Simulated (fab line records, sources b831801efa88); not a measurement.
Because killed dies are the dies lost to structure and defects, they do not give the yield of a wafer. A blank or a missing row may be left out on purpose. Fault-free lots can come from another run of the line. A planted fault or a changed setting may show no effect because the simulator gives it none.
fab line records | flow gf180mcu | part 2 of 2: steps 29 to 37 of 37
[record] lots = 5 wafers = 15 last-day = 33
route steps=602 shown V3@443 M4@456 V4@476
lots with no fault: from the same line, run without faults
start-h: the number of hours between the record's first day and the start of the first shown wafer of the lot | wait-h: time in hours since the lot's previous step | " repeats the value in the row above | L1.1+2: several wafers, shown together as one row | - no value present, or no start provided | * or withheld: withheld | < > ~ a bound
route shown NAME@n: names a module that has steps shown in the file, with the first one's number in the route | usual: mean/standard deviation of fault-free wafers | same: alike in all rows | chamber/n: place in a boat | sites: per-site readings | _std_site: their standard deviation | _edge_site: the outer-site mean with the inner-site mean subtracted | radius-mm: how far each site lies from the wafer's centre | mask NAME#n: copy n | behind: tool/chamber where the wafer was last shaped | hold: reason for holding the lot/hours on hold/outcome of the hold | device: names the non-switching transistor (n, p or np) | end of line: tests of these same wafers at the route's end | a step without rows: its recipe alone | killed: the dies lost at the first sort to structure and to defects; this is not the yield of the wafer | map: a wafer's dies, marking killed ones x, the rest . and places with no die _
set.NAME: the run value of the setting; set.NAME@STEP: its run value at that earlier step | model.NAME: the simulator's own value behind a step, which no gauge read
lots at selected steps of the route; one table per step, one row per wafer
services: the hour from which a tool's chamber was out of use, counted from the record's first day as start-h (under 0 if before that day), plus the number of hours and why
[[steps]]
[step GF_M4_OVL_MEAS_15]
[usual] M4_OVL = 2/5.2
// columns lot.wafer tool chamber start-h wait-h M4_OVL[nm]
L074.3 overlay-01 - 531.79 0.1 8
L074.5 " - " " 6
L074.6 " - " " 10
L082.1 overlay-01 - 602.48 0.1 6
L082.3 " - " " 1
L082.6 " - " " 0
L087.3 overlay-02 - 642.68 0.1 0
L087.5 " - " " 7
L087.6 " - " " 1
L089.1 overlay-01 - 662.43 0.1 -5
L089.4 " - " " -5
L089.6 " - " " -4
L093.1 overlay-01 - 684.03 0.1 3
L093.4 " - " " -7
L093.6 " - " " -8
[step GF_M4_METAL_ETCH_16]
[recipe] chemistry = Cl2/BCl3 mask-material = KrF target-depth-nm = 627.5 stop-on = SiO2 pressure-mtorr = 8 icp-w = 800 bias-w = 140 Cl2_flow_sccm = 80 bcl3-flow-sccm = 40 time-s = 104.6
[usual] drypump-motor-current-A = 5.8/0.53 mfc-cl2-sccm = 79.99/0.25 oes-product-au = 0.971/0.0059 throttle-valve-pct = 28.250/0.0099
// columns lot.wafer tool chamber start-h wait-h drypump-motor-current-A mfc-cl2-sccm oes-product-au rf-hours-counter-h throttle-valve-pct
L074.3 rie-metal-02 1 531.86 0.1 5.2 80.17 0.976 - 28.247
L074.5 " 0 " " 6.2 79.85 0.981 - 28.252
L074.6 " 1 " " 5.3 80.31 0.972 - 28.261
L082.1 rie-metal-04 0 602.52 0.0 6.4 80.12 0.969 12 28.237
L082.3 " 0 " " 6.4 80.12 0.969 - 28.253
L082.6 " 1 " " 5.1 80.00 0.980 - 28.241
L087.3 rie-metal-04 1 642.74 0.1 5.1 80.03 0.969 - 28.248
L087.5 " 1 " " 5.1 79.87 0.970 - 28.235
L087.6 " 0 " " 6.4 80.41 0.977 - 28.233
L089.1 rie-metal-03 0 662.47 0.0 6.0 80.17 0.972 2 28.244
L089.4 " 0 " " 6.0 79.78 0.967 - 28.249
L089.6 " 0 " " 6.0 79.31 0.964 - 28.235
L093.1 rie-metal-04 1 684.07 0.0 5.1 80.16 0.977 6 28.238
L093.4 " 1 " " 5.1 80.21 0.968 - 28.257
L093.6 " 1 " " 5.1 80.33 0.966 - 28.247
[step GF_M4_STRIP_17]
[recipe] chemistry = O2/N2 power-w = 1400 pressure-mtorr = 1500 platen-temp-c = 250 o2-flow-sccm = 3000 n2-flow-sccm = 300 overash-fraction = 0.5
[usual] drypump-motor-current-A = 5.9/0.58 heater-power-w = 330/32 oes-product-au = 0.558/0.0048 strip-time-to-endpoint-s = 7.87/0.038
// columns lot.wafer tool chamber start-h wait-h drypump-motor-current-A heater-power-w oes-product-au rf-hours-counter-h strip-time-to-endpoint-s
L074.3 plasma-asher-03 0 531.96 0.1 6.6 356 0.558 - 7.86
L074.5 " 1 " " 5.2 321 0.549 - 7.84
L074.6 " 0 " " 6.6 352 0.564 - 7.88
L082.1 plasma-asher-04 0 602.63 0.1 5.3 354 0.552 89 7.79
L082.3 " 1 " " 6.3 345 0.560 - 7.78
L082.6 " 1 " " 6.3 346 0.560 - 7.84
L087.3 plasma-asher-04 1 642.85 0.1 6.4 339 0.562 - 7.93
L087.5 " 1 " " 6.4 352 0.555 - 7.90
L087.6 " 0 " " 5.3 364 0.557 - 7.83
L089.1 plasma-asher-01 0 662.58 0.1 5.4 273 0.560 94 7.91
L089.4 " 1 " " 6.4 283 0.562 - 7.90
L089.6 " 1 " " 6.5 276 0.562 - 7.90
L093.1 plasma-asher-04 0 684.29 0.2 5.3 356 0.556 96 7.94
L093.4 " 1 " " 6.4 345 0.565 - 7.94
L093.6 " 1 " " 6.4 342 0.548 - 7.87
[step GF_M4_STRIP_18]
[recipe] chemistry = post-etch-residue-remover time-s = 1200 temp-c = 72.5
[usual] bath-heat-duty-pct = 13.8/1.4 temp-c = 72.51/0.12
// columns lot.wafer tool chamber start-h wait-h bath-heat-duty-pct temp-c
L074.3 wet-bench-04 2 532.03 0.0 15.4 72.34
L074.5 " 2 " " 14.9 72.54
L074.6 " 2 " " 15.4 72.55
L082.1 wet-bench-01 0 602.73 0.1 14.0 72.58
L082.3 " 0 " " 14.2 72.47
L082.6 " 0 " " 13.9 72.56
L087.3 wet-bench-01 1 642.91 0.0 12.2 72.41
L087.5 " 1 " " 12.1 72.53
L087.6 " 1 " " 12.4 72.33
L089.1 wet-bench-01 0 662.68 0.1 14.6 72.68
L089.4 " 0 " " 13.8 72.49
L089.6 " 0 " " 13.7 72.55
L093.1 wet-bench-01 0 684.39 0.1 14.8 72.43
L093.4 " 0 " " 14.3 72.49
L093.6 " 0 " " 14.4 72.44
[step GF_M4_CLEAN_19]
[recipe] chemistry = DIW dry = n2-spin
// columns lot.wafer tool chamber start-h wait-h
L074.3+5+6 wet-bench-01 1 532.40 0.0
L082.1+3+6 wet-bench-04 1 603.07 0.0
L087.3+5+6 wet-bench-04 0 643.29 0.0
L089.1+4+6 wet-bench-04 2 663.02 0.0
L093.1+4+6 wet-bench-04 2 684.73 0.0
[step GF_V4_CVD_00]
[recipe] material = SiO2 target-thk-nm = 600 sigma-open-frac = 0.3 temp-c = 400 time-s = 100 sih4-flow-sccm = 60 pressure-mtorr = 6
[usual] sih4-flow-sccm = 59.98/0.19
// columns lot.wafer tool chamber start-h wait-h sih4-flow-sccm
L074.3 hdpcvd-02 0 532.50 0.0 59.85
L074.5 " 2 " " 60.15
L074.6 " 0 " " 60.08
L082.1 hdpcvd-01 0 603.17 0.0 60.14
L082.3 " 2 " " 59.98
L082.6 " 2 " " 60.05
L087.3 hdpcvd-02 1 643.38 0.0 60.12
L087.5 " 0 " " 60.21
L087.6 " 1 " " 60.12
L089.1 hdpcvd-02 1 663.12 0.0 59.64
L089.4 " 2 " " 60.19
L089.6 " 1 " " 60.00
L093.1 hdpcvd-01 1 684.82 0.0 59.85
L093.4 " 1 " " 59.76
L093.6 " 1 " " 59.98
[step GF_V4_THK_MEAS_01]
[recipe] reads = SiO2_of_V4_CVD_00
[usual] V4_CVD_00_THK = 599/6.4
// columns lot.wafer tool chamber start-h wait-h V4_CVD_00_THK[nm]
L074.3 film-metro-01 - 532.59 0.1 582
L074.5 " - " " 593
L074.6 " - " " 583
L082.1 film-metro-04 - 603.24 0.0 604
L082.3 " - " " 596
L082.6 " - " " 597
L087.3 film-metro-04 - 643.47 0.1 603
L087.5 " - " " 596
L087.6 " - " " 599
L089.1 film-metro-04 - 663.19 0.0 601
L089.4 " - " " 605
L089.6 " - " " 608
L093.1 film-metro-02 - 684.93 0.1 603
L093.4 " - " " 600
L093.6 " - " " 598
[step GF_V4_CVD_02]
[recipe] material = SiO2 target-thk-nm = 850 precursor = TEOS temp-c = 400 time-s = 94.851 rf-w = 600
[usual] heater-power-w = 664/93
// columns lot.wafer tool chamber start-h wait-h heater-power-w
L074.3 pecvd-02 0 532.63 0.0 637
L074.5 " 0 " " 672
L074.6 " 2 " " 815
L082.1 pecvd-02 1 603.30 0.1 756
L082.3 " 2 " " 786
L082.6 " 2 " " 661
L087.3 pecvd-04 2 643.55 0.1 643
L087.5 " 2 " " 717
L087.6 " 1 " " 548
L089.1 pecvd-04 2 663.25 0.1 669
L089.4 " 2 " " 715
L089.6 " 0 " " 574
L093.1 pecvd-04 1 684.99 0.1 622
L093.4 " 2 " " 720
L093.6 " 0 " " 647
[step GF_V4_THK_MEAS_03]
[recipe] reads = SiO2_of_V4_CVD_02
[usual] V4_CVD_02_THK = 850/9.8
// columns lot.wafer tool chamber start-h wait-h V4_CVD_02_THK[nm]
L074.3 film-metro-02 - 532.72 0.1 855
L074.5 " - " " 863
L074.6 " - " " 867
L082.1 film-metro-04 - 603.37 0.0 840
L082.3 " - " " 838
L082.6 " - " " 850
L087.3 film-metro-02 - 643.64 0.1 851
L087.5 " - " " 859
L087.6 " - " " 848
L089.1 film-metro-01 - 663.32 0.0 856
L089.4 " - " " 860
L089.6 " - " " 864
L093.1 film-metro-01 - 685.06 0.0 841
L093.4 " - " " 858
L093.6 " - " " 857
[[services]]
// columns tool chamber start-h hours kind
rie-diel-01 1 484.07 8.2 repair
pecvd-04 - 487.89 0.6 repair
wet-bench-01 - 491.24 1.1 repair
rie-metal-04 - 499.10 1.2 repair
wet-bench-04 - 500.41 1.4 repair
plasma-asher-04 - 505.04 38.0 pm
rie-diel-02 - 517.07 2.8 pm
rie-diel-01 - 521.00 14.6 pm
pvd-sputter-03 - 529.51 9.7 repair
pecvd-04 2 529.53 1.8 repair
cvd-w-01 - 532.36 0.6 repair
pvd-sputter-01 - 571.38 22.5 repair
rie-diel-01 1 588.50 3.7 repair
rie-diel-02 0 591.51 54.5 repair
rie-diel-02 1 595.87 7.6 repair
cvd-w-01 - 597.07 6.0 pm
wet-bench-04 - 615.81 1.1 repair
pvd-sputter-02 - 620.63 1.9 repair
plasma-asher-04 - 632.76 4.3 repair
plasma-asher-04 - 649.08 15.5 repair
rie-diel-02 - 652.50 0.9 repair
plasma-asher-03 - 653.94 0.3 repair
plasma-asher-04 - 665.54 2.8 pm
rie-diel-01 - 675.92 1.7 repair
